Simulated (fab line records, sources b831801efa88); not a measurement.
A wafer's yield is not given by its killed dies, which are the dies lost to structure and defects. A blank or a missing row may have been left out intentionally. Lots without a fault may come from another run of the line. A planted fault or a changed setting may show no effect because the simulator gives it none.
Matching of chambers | flow gf180mcu | GF_V2_CMP_26 on cmp-02: 4 sister chambers
The step polishes, stops on SiO2, t overpolish 15 s, target thk 0 nm. 14 wafers are shown with their chamber, then 7 later ones without.

## WAFERS WITH THEIR CHAMBER
wafer  | chamber | motor current A (A) | time to endpoint s (s) | retaining ring pressure frac
L219.3 | 3       | 11.5                | 83                     | 1.002
L219.4 | 2       | 11.1                | 77                     | 0.993
L219.6 | 3       | 10.7                | 80                     | 0.996
L218.1 | 3       | 11.4                | 81                     | 0.995
L218.5 | 1       | 12.2                | 86                     | 1.004
L218.6 | 2       | 11.2                | 78                     | 1.005
L222.1 | 0       | 11.7                | 81                     | 1.006
L222.4 | 2       | 11.2                | 84                     | 0.999
L222.6 | 0       | 11.9                | 81                     | 0.999
L226.2 | 1       | 13.1                | 84                     | 1.003
L226.3 | 0       | 11.7                | 82                     | 0.994
L226.4 | 3       | 11.6                | 86                     | 0.989
L233.1 | 1       | 12.3                | 90                     | 1.002
L233.3 | 0       | 11.8                | 81                     | 0.995

SIGNATURES (means of the wafers above)
reading                      | chamber 0 | chamber 1 | chamber 2 | chamber 3 | scatter within a chamber
motor current A              | 11.775    | 12.533    | 11.167    | 11.300    | 0.32
time to endpoint s           | 81.25     | 86.67     | 79.67     | 82.50     | 2.63
retaining ring pressure frac | 0.99850   | 1.00300   | 0.99900   | 0.99550   | 0.00498
Rule: a wafer lies at a distance from a chamber equal to the root of the sum of squares, over the readings, of (its reading less the chamber's mean, divided by the reading's scatter). If the next closest chamber is less than 2 further off than the closest, the wafer can't be placed; otherwise it belongs to the closest. The scatter is the square root of a quotient: the sum, over the shown wafers, of each reading's squared deviation from its chamber's mean, divided by wafers minus chambers.

## WAFERS MISSING THEIR CHAMBER
wafer  | motor current A (A) | time to endpoint s (s) | retaining ring pressure frac
L233.6 | 12.0                | 83                     | 0.989
L236.2 | 11.3                | 83                     | 1.004
L236.4 | 10.7                | 85                     | 1.005
L236.5 | 11.8                | 84                     | 0.998
L238.2 | 11.8                | 82                     | 0.991
L238.3 | 11.4                | 81                     | 1.003
L238.6 | 11.7                | 81                     | 1.003

## EACH ONE'S CHAMBER
wafer  | from the rows above               | in truth
L233.6 | can't be placed: 0 or 3 or 2 or 1 | 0
L236.2 | can't be placed: 2 or 3 or 0      | 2
L236.4 | can't be placed: 2 or 3 or 0      | 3
L236.5 | can't be placed: 0 or 3 or 2 or 1 | 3
L238.2 | can't be placed: 0 or 3 or 2      | 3
L238.3 | can't be placed: 2 or 0 or 3      | 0
L238.6 | can't be placed: 0 or 2 or 3      | 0
Placed correctly: 0 of 7. Unplaceable from these rows: 7, with the true chamber sitting among the candidates in 7. Wrongly placed: 0.
